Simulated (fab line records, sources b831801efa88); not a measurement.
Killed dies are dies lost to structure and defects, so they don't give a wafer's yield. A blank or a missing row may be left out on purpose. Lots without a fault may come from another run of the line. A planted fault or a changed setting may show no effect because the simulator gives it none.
Which tool did it? | flow sky130 | 11 lots, 31 wafers sampled, at 6 steps of a route of 708

WHAT THE GAUGES READ, wafer by wafer
SKY_RES_XHIGH_TW_MEAS_09.
lot  | measured     | on            | RES_XHIGH_TW
L442 | day 27 03:10 | film_metro-03 | 1600 1619 1620
L445 | day 28 20:49 | film_metro-01 | 1632 1628 1640
L446 | day 28 21:22 | film_metro-04 | 1647 1645 1642
L444 | day 28 23:23 | film_metro-04 | 1648 1637 1648
L449 | day 29 19:37 | film_metro-03 | 1625 1618 1617
L451 | day 29 23:55 | film_metro-01 | 1624 1630 1625
L454 | day 31 02:25 | film_metro-01 | 1640 1634 1633
L456 | day 31 06:38 | film_metro-04 | 1649 1636
L458 | day 31 13:26 | film_metro-04 | 1646 1647
L462 | day 33 14:40 | film_metro-01 | 1637 1640 1656
L464 | day 33 17:01 | film_metro-01 | 1640 1643 1644

SKY_LI_CONTACT_RS_MEAS_22: measures by four-point-probe.
lot  | measured     | on            | LI_CONTACT_W_RS (ohm/sq)
L442 | day 29 12:25 | film_metro-04 | 0.273 0.288 0.282
L445 | day 31 06:45 | film_metro-03 | 0.286 0.285 0.283
L446 | day 31 07:34 | film_metro-03 | 0.284 0.284 0.284
L444 | day 31 08:43 | film_metro-03 | 0.283 0.282 0.286
L449 | day 32 04:38 | film_metro-04 | 0.282 0.284 0.283
L451 | day 32 09:52 | film_metro-03 | 0.277 0.288 0.278
L454 | day 33 11:17 | film_metro-01 | 0.290 0.287 0.288
L456 | day 33 13:25 | film_metro-01 | 0.279 0.452 0.280 0.452
L458 | day 33 20:17 | film_metro-04 | 0.286 0.476 0.287 0.476
L462 | day 35 21:25 | film_metro-03 | 0.289 0.290 0.294
L464 | day 35 23:32 | film_metro-04 | 0.291 0.292 0.287

SKY_LI_CONTACT_THK_MEAS_23: measures by xrf.
lot  | measured     | on            | LI_CONTACT_W_THK (nm)
L442 | day 29 12:32 | film_metro-04 | 408 387 394
L445 | day 31 06:52 | film_metro-03 | 390 391 395
L446 | day 31 07:41 | film_metro-03 | 390 392 392
L444 | day 31 08:49 | film_metro-03 | 393 395 389
L449 | day 32 04:46 | film_metro-04 | 397 392 394
L451 | day 32 09:59 | film_metro-03 | 400 389 398
L454 | day 33 11:23 | film_metro-01 | 388 391 390
L456 | day 33 14:56 | film_metro-01 | 400 250 398 251
L458 | day 33 22:46 | film_metro-04 | 394 237 392 236
L462 | day 35 21:31 | film_metro-03 | 376 376 371
L464 | day 35 23:40 | film_metro-04 | 384 384 388

WHICH TOOL RAN EACH LOT (tool, then ch and the chambers of the sampled wafers, then the start)
lot  | SKY_LI_CONTACT_STRIP_16              | SKY_LI_CONTACT_SPUTTER_19    | SKY_LI_CONTACT_CVD_21
L442 | plasma_asher-04 ch 0,1, day 29 11:51 | pvd_sputter-04, day 29 12:08 | cvd_w-02 ch 0,1, day 29 12:17
L445 | plasma_asher-03 ch 0,1, day 31 06:09 | pvd_sputter-03, day 31 06:28 | cvd_w-01 ch 0,1, day 31 06:36
L446 | plasma_asher-04 ch 0,1, day 31 06:59 | pvd_sputter-04, day 31 07:17 | cvd_w-01 ch 0,1, day 31 07:26
L444 | plasma_asher-04 ch 0,1, day 31 08:08 | pvd_sputter-04, day 31 08:25 | cvd_w-01 ch 0,1, day 31 08:35
L449 | plasma_asher-03 ch 1, day 32 04:05   | pvd_sputter-04, day 32 04:23 | cvd_w-01 ch 0, day 32 04:31
L451 | plasma_asher-02 ch 0,1, day 32 09:18 | pvd_sputter-04, day 32 09:36 | cvd_w-02 ch 0,1, day 32 09:44
L454 | plasma_asher-02 ch 0, day 33 10:42   | pvd_sputter-04, day 33 11:00 | cvd_w-01 ch 0,1, day 33 11:08
L456 | plasma_asher-03 ch 1, day 33 12:50   | pvd_sputter-01, day 33 13:07 | cvd_w-02 ch 0, day 33 13:17
L458 | plasma_asher-04 ch 0, day 33 19:41   | pvd_sputter-01, day 33 19:59 | cvd_w-02 ch 1, day 33 20:08
L462 | plasma_asher-02 ch 0, day 35 20:45   | pvd_sputter-04, day 35 21:08 | cvd_w-01 ch 0,1, day 35 21:16
L464 | plasma_asher-04 ch 0,1, day 35 22:59 | pvd_sputter-01, day 35 23:17 | cvd_w-01 ch 0, day 35 23:25
- SKY_LI_CONTACT_STRIP_16: strips in O2/N2.
- SKY_LI_CONTACT_SPUTTER_19: material Ti, target thk 20 nm, time 106.37 s.
- SKY_LI_CONTACT_CVD_21: deposits W, target thk 400 nm, time 120.56 s.

WHAT THE TOOLS THEMSELVES READ (means of the sampled wafers that have a number; where no wafer has one, the mark that the record gives instead)
SKY_LI_CONTACT_STRIP_16.
lot  | tool            | drypump_motor_current_A (A) | oes_product_au (a.u.) | strip_time_to_endpoint_s (s)
L442 | plasma_asher-04 | 5.6                         | 0.374                 | 3.52
L445 | plasma_asher-03 | 6.0                         | 0.372                 | 3.51
L446 | plasma_asher-04 | 5.6                         | 0.378                 | 3.52
L444 | plasma_asher-04 | 6.1                         | 0.379                 | 3.49
L449 | plasma_asher-03 | 5.8                         | 0.382                 | 3.54
L451 | plasma_asher-02 | 5.6                         | 0.379                 | 3.53
L454 | plasma_asher-02 | 5.6                         | 0.382                 | 3.50
L456 | plasma_asher-03 | 5.8                         | 0.376                 | 3.46
L458 | plasma_asher-04 | 6.7                         | 0.381                 | 3.54
L462 | plasma_asher-02 | 5.6                         | 0.375                 | 3.53
L464 | plasma_asher-04 | 5.6                         | 0.375                 | 3.47

SKY_LI_CONTACT_SPUTTER_19.
lot  | tool           | throttle_valve_pct (%)
L442 | pvd_sputter-04 | 29.7
L445 | pvd_sputter-03 | 29.5
L446 | pvd_sputter-04 | 29.7
L444 | pvd_sputter-04 | 30.1
L449 | pvd_sputter-04 | 29.5
L451 | pvd_sputter-04 | 30.0
L454 | pvd_sputter-04 | 29.7
L456 | pvd_sputter-01 | 30.4
L458 | pvd_sputter-01 | 30.7
L462 | pvd_sputter-04 | 29.5
L464 | pvd_sputter-01 | 30.3

SKY_LI_CONTACT_CVD_21.
lot  | tool     | heater_power_w (W)
L442 | cvd_w-02 | 966
L445 | cvd_w-01 | 811
L446 | cvd_w-01 | 861
L444 | cvd_w-01 | 821
L449 | cvd_w-01 | 781
L451 | cvd_w-02 | 912
L454 | cvd_w-01 | 861
L456 | cvd_w-02 | 870
L458 | cvd_w-02 | 994
L462 | cvd_w-01 | 857
L464 | cvd_w-01 | 776

THE ANSWER, worked out from the rows above alone
Rule: what is usual is taken from the lots themselves. Put in order of their means at a reading, lots are off if they are a third of the lots or fewer, leave a main group of 4 or more, and stand apart from it by a gap of 3 or more times the standard deviation of the main group's means; of several such gaps the widest counts. A main group whose means are all the same, to the digits that the tables above print for the reading, isn't used. A lot without any number at a reading at which 4 lots or more have one is off too. The other lots that the step has rows for count as sound. The gauges are gone through in route order, then the tools' own readings, and for those a lot's mean is taken as printed above. The first step at which some lot is off is used, and at that step the reading that is off furthest; a lot without a number counts as furthest.
Off: L456, L458, at SKY_LI_CONTACT_RS_MEAS_22 (LI_CONTACT_W_RS). The main group: mean 0.285 ohm/sq, standard deviation 0.0035.
A tool fits if, at a process step before that reading, it ran every lot that is off, and no sound lot after the first of them. The gauges at SKY_LI_CONTACT_RS_MEAS_22 are tried like those tools. One fits: cvd_w-02 at SKY_LI_CONTACT_CVD_21. Its last sound lot is L451 (day 32 09:44), its first lot that is off L456 (day 33 13:17): a fault that began between those two fits.

WHAT THE SIMULATOR HAD PUT IN
Process parameter drift: cvd_w-02, from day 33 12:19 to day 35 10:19, at SKY_LI_CONTACT_CVD_21. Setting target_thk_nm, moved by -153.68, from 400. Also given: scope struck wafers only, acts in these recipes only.
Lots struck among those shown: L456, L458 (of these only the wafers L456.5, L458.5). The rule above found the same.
